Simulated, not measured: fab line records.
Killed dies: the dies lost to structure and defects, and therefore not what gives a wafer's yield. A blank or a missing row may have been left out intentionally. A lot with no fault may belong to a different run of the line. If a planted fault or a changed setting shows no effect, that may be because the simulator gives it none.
Which tool did it?    flow sky130    30 wafers from 10 lots sampled at 3 of the route's 708 steps

WHAT THE GAUGES READ, wafer by wafer
SKY_POLY_GATE_THK_MEAS_01.
lot   measured      on             POLY_GATE_CVD_00_THK (nm)
L809  day 14 09:36  film_metro-04  177.3 178.5 177.3
L812  day 15 08:40  film_metro-04  180.7 182.7 181.2
L814  day 15 21:29  film_metro-03  179.7 180.3 179.5
L818  day 17 03:41  film_metro-04  173.1 170.4 160.7
L819  day 17 21:23  film_metro-01  157.6 164.0 167.8
L826  day 20 03:22  film_metro-03  179.5 179.8 179.8
L827  day 20 15:08  film_metro-01  178.4 180.3 178.8
L829  day 21 03:33  film_metro-01  179.4 180.2 179.2
L831  day 21 21:32  film_metro-01  176.4 178.6 177.2
L832  day 22 03:20  film_metro-03  179.4 178.7 179.8

EACH LOT AND THE TOOL THAT RAN IT (in order: tool; ch and the chambers of the sampled wafers; start)
lot   SKY_VT_ADJUST_LVTN_STRIP_20           SKY_POLY_GATE_CVD_00
L809  plasma_asher-01 ch 0,1, day 7 23:50   lpcvd-01 ch 0, day 14 08:24
L812  plasma_asher-01 ch 1, day 8 16:47     lpcvd-01 ch 1, day 15 07:28
L814  plasma_asher-03 ch 0,1, day 9 06:11   lpcvd-01 ch 0, day 15 20:17
L818  plasma_asher-04 ch 0,1, day 10 05:21  lpcvd-01 ch 0, day 17 02:29
L819  plasma_asher-04 ch 0,1, day 10 16:01  lpcvd-01 ch 0, day 17 20:11
L826  plasma_asher-03 ch 0,1, day 12 13:56  lpcvd-01 ch 0, day 20 02:10
L827  plasma_asher-03 ch 0,1, day 12 22:35  lpcvd-01 ch 0, day 20 13:56
L829  plasma_asher-04 ch 0,1, day 13 10:04  lpcvd-01 ch 0, day 21 02:20
L831  plasma_asher-03 ch 0,1, day 13 23:08  lpcvd-01 ch 0, day 21 20:20
L832  plasma_asher-04 ch 0,1, day 14 07:38  lpcvd-01 ch 0, day 22 02:08
- SKY_VT_ADJUST_LVTN_STRIP_20: strips in O2/N2.
- SKY_POLY_GATE_CVD_00: deposits poly-Si, target thk 180 nm, time 720 s.

THE ANSWER, worked out from the rows above alone
Rule: the usual values come from the lots themselves. The widest of any qualifying gaps counts: lots, ordered by their means at a reading, are off when they make up no more than a third of the lots, leave a main group of 4 or more, and stand apart from it by 3 or more times the standard deviation of that group's means. A main group whose means are all the same, to the digits that the tables above print for the reading, isn't used. Also off: a lot with no number at a reading for which 4 or more lots have one. All remaining lots with rows at the step are treated as sound.
Off: L818, L819, seen at SKY_POLY_GATE_THK_MEAS_01 (POLY_GATE_CVD_00_THK). The main group: mean 179.3 nm, standard deviation 1.2.
If a tool, at a process step before that reading, ran all the lots that are off and no sound lot after the first of them, it fits. Gauges at SKY_POLY_GATE_THK_MEAS_01: tried the same way as those tools. None of those tried fits.

WHAT WAS PUT IN BY THE SIMULATOR
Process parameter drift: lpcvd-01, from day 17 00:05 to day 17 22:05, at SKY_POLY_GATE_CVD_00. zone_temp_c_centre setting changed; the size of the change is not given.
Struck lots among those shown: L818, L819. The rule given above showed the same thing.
